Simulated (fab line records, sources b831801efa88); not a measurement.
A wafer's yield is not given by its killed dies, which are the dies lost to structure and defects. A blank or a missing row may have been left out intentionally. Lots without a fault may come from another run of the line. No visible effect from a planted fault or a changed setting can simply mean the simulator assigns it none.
Which tool is to blame? :: flow sfq-line :: 11 lots (33 wafers sampled), 1 step of a 325-step route

WHAT THE GAUGES SHOWED, per wafer
Not one reading of a measure or inspect step in the record can be checked against a usual standard deviation.

EACH LOT AND THE TOOL THAT RAN IT (in order: tool; ch and the chambers of the sampled wafers; start)
lot: L129
SFQ_TRILAYER_M7_LITHO_PEB_180: litho-track-03 ch 0, day 69 15:28

lot: L130
SFQ_TRILAYER_M7_LITHO_PEB_180: litho-track-03 ch 0, day 70 03:28

lot: L131
SFQ_TRILAYER_M7_LITHO_PEB_180: litho-track-04 ch 0, day 70 07:05

lot: L132
SFQ_TRILAYER_M7_LITHO_PEB_180: litho-track-01 ch 0, day 71 09:09

lot: L141
SFQ_TRILAYER_M7_LITHO_PEB_180: litho-track-04 ch 0, day 74 01:41

lot: L142
SFQ_TRILAYER_M7_LITHO_PEB_180: litho-track-04 ch 0, day 74 07:17

lot: L145
SFQ_TRILAYER_M7_LITHO_PEB_180: litho-track-03 ch 0, day 74 15:44

lot: L147
SFQ_TRILAYER_M7_LITHO_PEB_180: litho-track-03 ch 0, day 75 03:44

lot: L148
SFQ_TRILAYER_M7_LITHO_PEB_180: litho-track-01 ch 0, day 75 10:56

lot: L151
SFQ_TRILAYER_M7_LITHO_PEB_180: litho-track-01 ch 0, day 76 15:46

lot: L152
SFQ_TRILAYER_M7_LITHO_PEB_180: litho-track-01 ch 0, day 76 22:58
- SFQ_TRILAYER_M7_LITHO_PEB_180: peb time 60 s.

AS READ BY THE TOOLS THEMSELVES (means over the sampled wafers that have a number; for cases with no such wafer, the mark the record gives instead)
SFQ_TRILAYER_M7_LITHO_PEB_180. Usual: exhaust-pa 45.3 Pa, standard deviation 0.86; heater-power-total-W 79.16 W, standard deviation 0.067; resist-line-temp-C 23.02 C, standard deviation 0.1.
lot: L129
tool: litho-track-03
exhaust-pa (Pa): 45.8
heater-power-total-W (W): 79.12
resist-line-temp-C (C): 23.01
flag: 

lot: L130
tool: litho-track-03
exhaust-pa (Pa): 45.2
heater-power-total-W (W): 79.19
resist-line-temp-C (C): 23.00
flag: 

lot: L131
tool: litho-track-04
exhaust-pa (Pa): 44.2
heater-power-total-W (W): 79.20
resist-line-temp-C (C): 23.06
flag: 

lot: L132
tool: litho-track-01
exhaust-pa (Pa): 45.6
heater-power-total-W (W): 79.17
resist-line-temp-C (C): 22.96
flag: 

lot: L141
tool: litho-track-04
exhaust-pa (Pa): 45.2
heater-power-total-W (W): 79.64
resist-line-temp-C (C): 23.03
flag: OFF

lot: L142
tool: litho-track-04
exhaust-pa (Pa): 45.5
heater-power-total-W (W): 80.04
resist-line-temp-C (C): 23.09
flag: OFF

lot: L145
tool: litho-track-03
exhaust-pa (Pa): 45.6
heater-power-total-W (W): 79.16
resist-line-temp-C (C): 23.01
flag: 

lot: L147
tool: litho-track-03
exhaust-pa (Pa): 45.4
heater-power-total-W (W): 79.08
resist-line-temp-C (C): 23.04
flag: 

lot: L148
tool: litho-track-01
exhaust-pa (Pa): 44.8
heater-power-total-W (W): 79.15
resist-line-temp-C (C): 23.09
flag: 

lot: L151
tool: litho-track-01
exhaust-pa (Pa): 45.5
heater-power-total-W (W): 79.14
resist-line-temp-C (C): 22.96
flag: 

lot: L152
tool: litho-track-01
exhaust-pa (Pa): 45.2
heater-power-total-W (W): 79.20
resist-line-temp-C (C): 23.14
flag: 

THE ANSWER, worked out from the rows above alone
Rule: a lot counts as off when the mean over its wafers that have a number is more than 3 standard deviations away from the usual mean. A lot without any number at a reading at which 4 lots or more have one is off too. All remaining lots with rows at the step are treated as sound. Order of review: gauges by route order, followed by the tools' own readings, for which a lot's mean as printed above is used. The first step at which some lot is off is used, and at that step the reading that is off furthest; a lot without a number counts as furthest.
Off: L141, L142 (SFQ_TRILAYER_M7_LITHO_PEB_180, heater-power-total-W).
If a tool, at that step or one of the process steps before it, ran each lot that is off and ran no sound lot following the first of them, it fits. One fits: litho-track-04 at SFQ_TRILAYER_M7_LITHO_PEB_180. Its last sound lot is L131 (day 70 07:05), its first lot that is off L141 (day 74 01:41): a fault that began between those two fits.
The tool's own readings at SFQ_TRILAYER_M7_LITHO_PEB_180 bear it out: on the lots that are off they differ by more than 5 times the standard deviation of the sound lots' means. heater-power-total-W reads 79.84 W there against 79.16 W on the sound lots.

WHAT HAD BEEN PUT IN BY THE SIMULATOR
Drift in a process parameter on litho-track-04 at SFQ_TRILAYER_M7_LITHO_PEB_180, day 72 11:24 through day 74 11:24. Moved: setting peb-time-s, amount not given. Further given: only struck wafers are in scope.
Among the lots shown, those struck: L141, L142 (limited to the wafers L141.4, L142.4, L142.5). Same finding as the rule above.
